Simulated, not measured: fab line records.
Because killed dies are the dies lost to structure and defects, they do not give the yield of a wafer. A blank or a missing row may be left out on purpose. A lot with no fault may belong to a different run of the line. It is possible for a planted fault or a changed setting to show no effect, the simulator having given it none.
2 desks, one fault + flow sky130 + numbers are kept per desk, each desk with only its own; the story behind them comes last

## FROM THE METROLOGY DESK
What the gauges read, lot by lot, whatever tool the lot ran on: means of the sampled wafers that have a number. If a lot's mean is further than 4 standard deviations from the usual mean, the lot is out of limits and carries the mark OUT (the distance appears in the brackets).
Columns: A = CAP2M_OVL at SKY_CAP2M_OVL_MEAS_12, usual 0.8 nm; B = METAL4_OVL at SKY_METAL4_OVL_MEAS_14, usual -2 nm; C = VIA4_W_RS at SKY_VIA4_RS_MEAS_19, usual 0.2274 ohm/sq; D = VIA4_W_THK at SKY_VIA4_THK_MEAS_20, usual 501 nm
| lot  | first seen here | A    | B  | C                | D             |
|------|-----------------|------|----|------------------|---------------|
| L762 | day 41 09:16    | 1.8  | -0 | 0.2250           | 503           |
| L764 | day 42 03:40    | 0.7  | -3 | 0.2287           | 503           |
| L763 | day 42 04:08    | 2.1  | -1 | 0.2254           | 507           |
| L770 | day 43 23:26    | 1.6  | -6 | 0.3473 (+50) OUT | 356 (-24) OUT |
| L774 | day 44 20:04    | -0.3 | 2  | 0.2863 (+25) OUT | 432 (-12) OUT |
| L777 | day 45 13:46    | 1.0  | -1 | 0.2297           | 494           |
| L778 | day 46 01:16    | -2.0 | -3 | 0.2272           | 505           |
| L779 | day 46 05:19    | 0.4  | -4 | 0.2311           | 489           |
| L780 | day 46 11:40    | 1.1  | 3  | 0.2291           | 503           |
| L782 | day 46 15:07    | 0.7  | 5  | 0.2296           | 493           |
This desk's result: L770, L774 out of limits, first on L770 (VIA4_W_RS at SKY_VIA4_RS_MEAS_19), day 45 21:02. In limits: L762, L764, L763, L777, L778, L779, L780, L782.

## DESK OF THE TOOL OWNER: cvd w-01
The tool's own readings at SKY_VIA4_CVD_18 (deposits W, target thk 505 nm, time 152.14 s): means of the sampled wafers that have a number, for each lot that ran on this tool. If a lot's mean is further than 4 standard deviations from the usual mean, the lot is out of limits and carries the mark OUT (the distance appears in the brackets).
Columns: A = chamber pressure Torr at SKY_VIA4_CVD_18, usual 40.01 Torr; B = heater power w at SKY_VIA4_CVD_18, usual 759 W
| lot  | first seen here | A     | B   |
|------|-----------------|-------|-----|
| L762 | day 43 11:14    | 40.08 | 802 |
| L763 | day 44 05:52    | 40.09 | 745 |
| L770 | day 45 20:52    | 40.02 | 812 |
| L774 | day 46 16:46    | 39.97 | 747 |
Finding of this desk: none of the 4 lots has anything out of limits.

## ALL TOGETHER
On L770, L774, the metrology desk was in a position to raise an alarm at day 45 21:02.
Nothing out of limits was seen by the tool owner's desk.
Tool owner's desk: L770, L774 on record, inside its limits.
All the named lots went through SKY_VIA4_CVD_18 on cvd w-01.

## WHAT HAD BEEN PUT IN BY THE SIMULATOR
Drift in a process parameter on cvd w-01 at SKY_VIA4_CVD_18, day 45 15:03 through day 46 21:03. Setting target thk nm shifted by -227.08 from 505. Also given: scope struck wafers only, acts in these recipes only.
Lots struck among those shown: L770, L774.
Delay in hours, fault start to first out-of-limits reading, per desk: metrology desk 6.
